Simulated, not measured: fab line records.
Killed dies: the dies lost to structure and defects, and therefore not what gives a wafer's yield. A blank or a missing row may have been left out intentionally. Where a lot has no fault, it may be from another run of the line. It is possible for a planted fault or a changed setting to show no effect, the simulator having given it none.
fab line records | flow sky130
record: lots: 14 | wafers: 42 | last_day: 50
route steps=708 shown FIELD_ISO@29 NWELL@34 SONOS_TUNNEL@162 LDD_P@262
lots that met no fault: from a run of the same line without faults
start_h: hours from the record's first day to the start of the lot's first wafer shown | wait_h: hours elapsed since this lot's preceding step | " as in the row above | L1.1+2: a row that stands for several wafers | - value missing, or start not given | * or withheld: withheld | < > ~ a bound
route shown NAME@n: names a module that has steps shown in the file, with the first one's number in the route | usual: average and standard deviation across the fault-free wafers | same: alike in all rows | chamber/n: place in a boat | sites: the reading at each site | _std_site: the standard deviation of these | _edge_site: inner sites' mean taken away from outer sites' mean | radius_mm: how far each site lies from the wafer's centre | mask NAME#n: copy n | behind: the last tool/chamber to shape the wafer | hold: reason for holding the lot/hours on hold/outcome of the hold | device: the transistor (n, p or np) that didn't switch | end of line: the same wafers' tests at the end of the route | where a step has no rows: the recipe by itself | killed: count of dies lost to structure and defects at first sort (not the wafer's yield) | map: dies across one wafer; x = killed, . = not, _ = none there
set.NAME: the setting the step ran with; set.NAME@STEP: the setting that earlier step ran with | model.NAME: the simulator's own value behind a step, which no gauge read
the route's steps for a sample of lots (tables are steps, rows are wafers)
services: the hour from which a tool's chamber was out of use, counted from the record's first day as start_h (under 0 if before that day), plus the number of hours and why
== steps ==
step: SKY_FIELD_ISO_WET_ETCH_28
recipe: chemistry: dHF | target_depth_nm: 23.7 | target: SiO2 | dilution: 10:1 | temp_c: 25 | time_s: 47
usual: bath_heat_duty_pct: 6.7/0.83 | temp_c: 25.02/0.099
lot.wafer | tool         | chamber | start_h | wait_h | bath_heat_duty_pct | temp_c
L835.4    | wet_bench-01 | 3       | 48.43   | 0.1    | 6.6                | 25.00
L835.5    | "            | 3       | "       | "      | 5.9                | 25.08
L835.6    | "            | 3       | "       | "      | 5.7                | 25.06
L833.3    | wet_bench-04 | 3       | 50.38   | 0.2    | 6.7                | 25.04
L833.4    | "            | 3       | "       | "      | 8.3                | 25.08
L833.6    | "            | 3       | "       | "      | 6.3                | 25.10
L834.1    | wet_bench-04 | 1       | 50.38   | 0.2    | 6.3                | 25.20
L834.3    | "            | 1       | "       | "      | 6.0                | 25.04
L834.4    | "            | 1       | "       | "      | 5.7                | 25.06
L836.4    | wet_bench-03 | 2       | 50.68   | 0.2    | 6.4                | 24.91
L836.5    | "            | 2       | "       | "      | 6.0                | 24.88
L836.6    | "            | 2       | "       | "      | 5.8                | 25.04
L837.2    | wet_bench-01 | 3       | 60.12   | 0.1    | 6.4                | 25.13
L837.4    | "            | 3       | "       | "      | 6.5                | 25.10
L837.5    | "            | 3       | "       | "      | 6.0                | 25.09
L838.1    | wet_bench-04 | 3       | 64.61   | 0.2    | 6.6                | 25.07
L838.2    | "            | 3       | "       | "      | 7.1                | 25.11
L838.3    | "            | 3       | "       | "      | 6.5                | 25.05
L839.1    | wet_bench-04 | 1       | 65.20   | 0.2    | 7.3                | 24.99
L839.2    | "            | 1       | "       | "      | 4.7                | 24.95
L839.4    | "            | 1       | "       | "      | 7.1                | 24.97
L840.1    | wet_bench-01 | 0       | 73.09   | 0.1    | 38.9               | 41.83
L840.2    | "            | 0       | "       | "      | 37.4               | 41.94
L840.4    | "            | 0       | "       | "      | 38.5               | 41.93
L842.2    | wet_bench-01 | 3       | 85.67   | 0.1    | 32.1               | 41.96
L842.4    | "            | 3       | "       | "      | 31.7               | 41.94
L842.6    | "            | 3       | "       | "      | 32.6               | 42.12
L844.1    | wet_bench-03 | 0       | 92.90   | 0.1    | 6.5                | 25.16
L844.2    | "            | 0       | "       | "      | 5.8                | 24.84
L844.3    | "            | 0       | "       | "      | 5.8                | 24.90
L847.2    | wet_bench-04 | 2       | 106.77  | 0.1    | 6.3                | 24.98
L847.3    | "            | 2       | "       | "      | 6.8                | 24.77
L847.5    | "            | 2       | "       | "      | 6.3                | 24.83
L854.1    | wet_bench-03 | 2       | 146.21  | 0.1    | 5.6                | 25.12
L854.4    | "            | 2       | "       | "      | 5.7                | 25.03
L854.6    | "            | 2       | "       | "      | 5.6                | 24.94
L855.1    | wet_bench-04 | 3       | 153.57  | 0.1    | 6.1                | 24.99
L855.3    | "            | 3       | "       | "      | 6.8                | 25.11
L855.6    | "            | 3       | "       | "      | 7.3                | 25.04
L856.2    | wet_bench-04 | 3       | 159.72  | 0.1    | 7.2                | 25.09
L856.4    | "            | 3       | "       | "      | 5.9                | 24.97
L856.6    | "            | 3       | "       | "      | 7.0                | 25.22
step: SKY_NWELL_THK_MEAS_02
recipe: reads: SiO2_of_NWELL_OXIDATION_01
usual: NWELL_OXIDATION_THK: 9.99/0.19
lot.wafer | tool          | chamber | start_h | wait_h | NWELL_OXIDATION_THK[nm]
L835.4    | film_metro-03 | -       | 50.81   | 0.0    | 10.10
L835.5    | "             | -       | "       | "      | 9.82
L835.6    | "             | -       | "       | "      | 9.87
L834.1    | film_metro-04 | -       | 54.48   | 0.0    | 10.01
L834.3    | "             | -       | "       | "      | 9.94
L834.4    | "             | -       | "       | "      | 10.18
L833.3    | film_metro-01 | -       | 54.50   | 0.0    | 10.11
L833.4    | "             | -       | "       | "      | 10.42
L833.6    | "             | -       | "       | "      | 10.15
L836.4    | film_metro-03 | -       | 54.51   | 0.0    | 10.16
L836.5    | "             | -       | "       | "      | 10.21
L836.6    | "             | -       | "       | "      | 10.06
L837.2    | film_metro-04 | -       | 63.12   | 0.0    | 9.84
L837.4    | "             | -       | "       | "      | 9.91
L837.5    | "             | -       | "       | "      | 9.74
L839.1    | film_metro-03 | -       | 67.27   | 0.0    | 9.79
L839.2    | "             | -       | "       | "      | 9.71
L839.4    | "             | -       | "       | "      | 9.82
L838.1    | film_metro-01 | -       | 67.28   | 0.0    | 9.76
L838.2    | "             | -       | "       | "      | 9.91
L838.3    | "             | -       | "       | "      | 9.89
L840.1    | film_metro-03 | -       | 75.21   | 0.0    | 9.97
L840.2    | "             | -       | "       | "      | 10.07
L840.4    | "             | -       | "       | "      | 10.19
L842.2    | film_metro-04 | -       | 88.04   | 0.0    | 10.09
L842.4    | "             | -       | "       | "      | 10.32
L842.6    | "             | -       | "       | "      | 10.16
L844.1    | film_metro-03 | -       | 94.93   | 0.0    | 10.06
L844.2    | "             | -       | "       | "      | 10.27
L844.3    | "             | -       | "       | "      | 9.95
L847.2    | film_metro-01 | -       | 109.75  | 0.0    | 10.11
L847.3    | "             | -       | "       | "      | 10.06
L847.5    | "             | -       | "       | "      | 9.92
L854.1    | film_metro-01 | -       | 148.21  | 0.0    | 9.94
L854.4    | "             | -       | "       | "      | 10.01
L854.6    | "             | -       | "       | "      | 9.84
L855.1    | film_metro-01 | -       | 156.07  | 0.0    | 9.91
L855.3    | "             | -       | "       | "      | 9.73
L855.6    | "             | -       | "       | "      | 9.67
L856.2    | film_metro-01 | -       | 162.17  | 0.0    | 9.58
L856.4    | "             | -       | "       | "      | 9.62
L856.6    | "             | -       | "       | "      | 9.76
step: SKY_SONOS_TUNNEL_OVL_MEAS_08
usual: SONOS_TUNNEL_OVL: 0.3/1.5
lot.wafer | tool       | chamber | start_h | wait_h | SONOS_TUNNEL_OVL[nm]
L835.4    | overlay-01 | -       | 268.16  | 0.1    | 0.3
L835.5    | "          | -       | "       | "      | 0.2
L835.6    | "          | -       | "       | "      | 1.8
L834.1    | overlay-02 | -       | 271.29  | 0.1    | 0.8
L834.3    | "          | -       | "       | "      | 0.7
L834.4    | "          | -       | "       | "      | 2.7
L833.3    | overlay-02 | -       | 272.95  | 0.1    | 0.7
L833.4    | "          | -       | "       | "      | -0.3
L833.6    | "          | -       | "       | "      | 0.5
L836.4    | overlay-02 | -       | 275.36  | 0.1    | 0.1
L836.5    | "          | -       | "       | "      | -0.7
L836.6    | "          | -       | "       | "      | 1.1
L837.2    | overlay-01 | -       | 288.04  | 0.1    | 0.6
L837.4    | "          | -       | "       | "      | 0.4
L837.5    | "          | -       | "       | "      | 2.1
L839.1    | overlay-01 | -       | 301.90  | 7.5    | -1.5
L839.2    | "          | -       | "       | "      | -2.0
L839.4    | "          | -       | "       | "      | -0.5
L838.1    | overlay-01 | -       | 301.97  | 7.2    | -1.2
L838.2    | "          | -       | "       | "      | 0.1
L838.3    | "          | -       | "       | "      | -0.9
L840.1    | overlay-01 | -       | 305.84  | 0.1    | 0.2
L840.2    | "          | -       | "       | "      | 0.9
L840.4    | "          | -       | "       | "      | -0.9
L842.2    | overlay-01 | -       | 324.59  | 0.1    | -2.0
L842.4    | "          | -       | "       | "      | -2.7
L842.6    | "          | -       | "       | "      | -2.5
L844.1    | overlay-01 | -       | 331.73  | 0.1    | 0.0
L844.2    | "          | -       | "       | "      | -0.3
L844.3    | "          | -       | "       | "      | 0.1
L847.2    | overlay-01 | -       | 355.80  | 0.1    | 2.1
L847.3    | "          | -       | "       | "      | 0.3
L847.5    | "          | -       | "       | "      | 1.0
L854.1    | overlay-02 | -       | 415.99  | 0.1    | -0.4
L854.4    | "          | -       | "       | "      | -0.6
L854.6    | "          | -       | "       | "      | 0.0
L855.1    | overlay-02 | -       | 425.09  | 0.1    | -1.9
L855.3    | "          | -       | "       | "      | -0.8
L855.6    | "          | -       | "       | "      | -0.9
L856.2    | overlay-02 | -       | 434.49  | 0.1    | 3.1
L856.4    | "          | -       | "       | "      | 2.2
L856.6    | "          | -       | "       | "      | 1.2
step: SKY_LDD_P_CD_MEAS_07
recipe: target_cd_nm: 380
usual: cd_nm: 380.6/2.5
lot.wafer | tool      | chamber | start_h | wait_h | cd_nm
L833.3    | cd_sem-01 | -       | 459.60  | 0.1    | 378.5
L833.4    | "         | -       | "       | "      | 380.2
L833.6    | "         | -       | "       | "      | 377.0
L834.1    | cd_sem-02 | -       | 460.21  | 0.1    | 379.4
L834.3    | "         | -       | "       | "      | 377.8
L834.4    | "         | -       | "       | "      | 378.9
L836.4    | cd_sem-01 | -       | 461.03  | 0.1    | 377.9
L836.5    | "         | -       | "       | "      | 379.3
L836.6    | "         | -       | "       | "      | 377.8
L835.4    | cd_sem-02 | -       | 461.33  | 0.1    | 379.9
L835.5    | "         | -       | "       | "      | 379.2
L835.6    | "         | -       | "       | "      | 380.6
L837.2    | cd_sem-02 | -       | 513.04  | 0.1    | 377.5
L837.4    | "         | -       | "       | "      | 376.1
L837.5    | "         | -       | "       | "      | 379.2
L839.1    | cd_sem-01 | -       | 513.15  | 0.1    | 382.7
L839.2    | "         | -       | "       | "      | 385.1
L839.4    | "         | -       | "       | "      | 383.7
L838.1    | cd_sem-01 | -       | 513.92  | 0.1    | 380.3
L838.2    | "         | -       | "       | "      | 380.4
L838.3    | "         | -       | "       | "      | 380.7
L840.1    | cd_sem-02 | -       | 517.25  | 0.1    | 379.2
L840.2    | "         | -       | "       | "      | 379.5
L840.4    | "         | -       | "       | "      | 381.0
L842.2    | cd_sem-01 | -       | 529.43  | 0.1    | 383.8
L842.4    | "         | -       | "       | "      | 386.8
L842.6    | "         | -       | "       | "      | 385.5
L844.1    | cd_sem-02 | -       | 533.25  | 0.1    | 383.4
L844.2    | "         | -       | "       | "      | 382.2
L844.3    | "         | -       | "       | "      | 382.5
L847.2    | cd_sem-02 | -       | 558.70  | 0.1    | 382.5
L847.3    | "         | -       | "       | "      | 383.5
L847.5    | "         | -       | "       | "      | 381.7
L854.1    | cd_sem-02 | -       | 620.01  | 0.1    | 379.5
L854.4    | "         | -       | "       | "      | 382.8
L854.6    | "         | -       | "       | "      | 380.6
L855.1    | cd_sem-01 | -       | 626.76  | 0.1    | 383.5
L855.3    | "         | -       | "       | "      | 382.3
L855.6    | "         | -       | "       | "      | 382.5
L856.2    | cd_sem-01 | -       | 632.69  | 0.1    | 378.6
L856.4    | "         | -       | "       | "      | 380.4
L856.6    | "         | -       | "       | "      | 378.4
== services ==
tool         | chamber | start_h | hours | kind
wet_bench-04 | -       | 133.61  | 1.5   | repair
== key ==
first_sign: step: SKY_FIELD_ISO_WET_ETCH_28 | reading: temp_c | direction: up | sigmas: 99+ | usual: * | struck: *
effect: step: SKY_FIELD_ISO_WET_ETCH_28 | reading: bath_heat_duty_pct | direction: up | sigmas: 34 | usual: 6.7 | struck: 35.2
met_at SKY_FIELD_ISO_WET_ETCH_28
struck_lots L840,L842
tester_left_out L840,L842
not_acting_at SKY_NWELL_THK_MEAS_02,SKY_SONOS_TUNNEL_OVL_MEAS_08,SKY_LDD_P_CD_MEAS_07
onset_between 60.12 73.09
fault: kind: process_parameter_drift | tool: wet_bench-01 | chamber: - | onset_h: 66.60 | steps: SKY_FIELD_ISO_WET_ETCH_28 | channel: temp_c | offset: * | shape: step | end_h: 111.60 | acts_in: * | stated: *
tester_left_out: of these lots the tester's yield and bins aren't shown, on N5 and GAA mostly nor the transistor test; their killed dies are dies lost to structure and defects alone, not to doping, threshold or leakage, so they don't give the yield
